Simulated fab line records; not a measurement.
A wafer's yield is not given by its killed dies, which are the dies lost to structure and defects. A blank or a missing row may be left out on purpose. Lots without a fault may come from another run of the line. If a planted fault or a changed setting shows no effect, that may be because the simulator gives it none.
A lot that was struck, set against a sound lot ; flow gf180mcu ; 15 steps out of a route of 602
Sound: these wafers, L536.2, L536.3, L536.4. Wafers L542.2, L542.3, L542.4 were the ones struck. The cause is named last.
For every step that has rows: the tool of each side, followed by ch and its chambers, followed by its first start. Under that, the readings that differ: sound wafers ; struck wafers ; difference of the means ; sigmas: that difference in standard deviations of wafers without a fault.
alike: readings with means less than 2 such deviations apart, plus words and numbers identical on both sides. not compared: withheld readings, readings lacking a value on some wafer, bounds such as >300 that could conceal the same value, and numbers that have no deviation in the record and whose values overlap.
Wherever a step has rows on one side only, a row that says differs or no value, or a row with sigmas, the two part there. Numbers that have no deviation but don't overlap get no sigmas and don't part them. Lack of a reading on every wafer of one side parts them only where that side has two or more wafers.

GF_POLY_GATE_CD_MEAS_10 targets a cd of 280 nm.
  sound on cd_sem-02, day 13 13:35; struck on cd_sem-01, day 15 06:20
  alike: cd_nm
GF_POLY_GATE_OVL_MEAS_11:
  sound on overlay-01, day 13 13:41; struck on overlay-02, day 15 06:26
  alike: POLY_GATE_OVL
GF_POLY_GATE_ETCH_12: etches BARC in N2/H2.
  sound on rie_diel-02 ch 1,2,3, day 13 13:43; struck on rie_diel-02 ch 0,2,3, day 15 06:28
  alike: bias_w, drypump_motor_current_A, oes_product_au, throttle_valve_pct
GF_POLY_GATE_ETCH_13: etches poly-Si in HBr/Cl2, stops on SiO2, target depth 198.5 nm, time 69.6 s.
  sound on rie_si-02 ch 0,3, day 13 13:46; struck on rie_si-02 ch 0,1,2, day 15 06:31
  alike: bias_w, drypump_motor_current_A, oes_product_au, throttle_valve_pct
  not compared: rf_hours_counter_h
GF_POLY_GATE_STRIP_14: strips in O2/N2.
  sound on plasma_asher-02 ch 0,1, day 13 13:49; struck on plasma_asher-04 ch 0,1, day 15 06:35
  alike: drypump_motor_current_A, heater_power_w, oes_product_au
  not compared: rf_hours_counter_h
then, 2 steps without rows for these wafers: GF_POLY_GATE_CLEAN_15 (cleans in SC1/SC2, time 150 s); GF_POLY_GATE_OXIDATION_16 (stabilise 600 s, purge 300 s, target thk 4 nm).
GF_POLY_GATE_THK_MEAS_17:
  sound on film_metro-03, day 13 15:55; struck on film_metro-02, day 15 07:59
  alike: POLY_GATE_OXIDATION_THK
GF_POLY_GATE_CD_MEAS_18:
  sound on cd_sem-02, day 13 15:59; struck on cd_sem-01, day 15 08:04
  alike: cd_nm
then, 3 steps without rows for these wafers: GF_HV_LDD_DEHYDRATE_00 (time 60 s); GF_HV_LDD_HMDS_01 (prime time 60 s); GF_HV_LDD_COAT_02 (resist thk 1000 nm).
GF_HV_LDD_SOFTBAKE_03: time 60 s.
  sound on litho_track-03 ch 0, day 14 02:11; struck on litho_track-01 ch 0, day 15 19:05
reading;sound;struck;difference;sigmas
run_length_s (s);88.66 88.71 89.03;104.69 104.50 104.58;+15.79;+83
  alike: exhaust_pa, plate_temp_C
then, 1 step without rows for these wafers: GF_HV_LDD_EXPOSE_04 (exposes mask Nplus LV AREA, target cd 400 nm).
GF_PASSIVATION_PROBE_99:
  sound wafers here have rows in the record (prober-02, day 33 04:31); struck ones have none

== WHERE THEY PART ==
Last at GF_PASSIVATION_PROBE_99 as far as this record goes, first at GF_HV_LDD_SOFTBAKE_03.

WHY: what had been put in by the simulator
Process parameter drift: litho_track-01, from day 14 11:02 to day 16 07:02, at GF_HV_LDD_SOFTBAKE_03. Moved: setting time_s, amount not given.
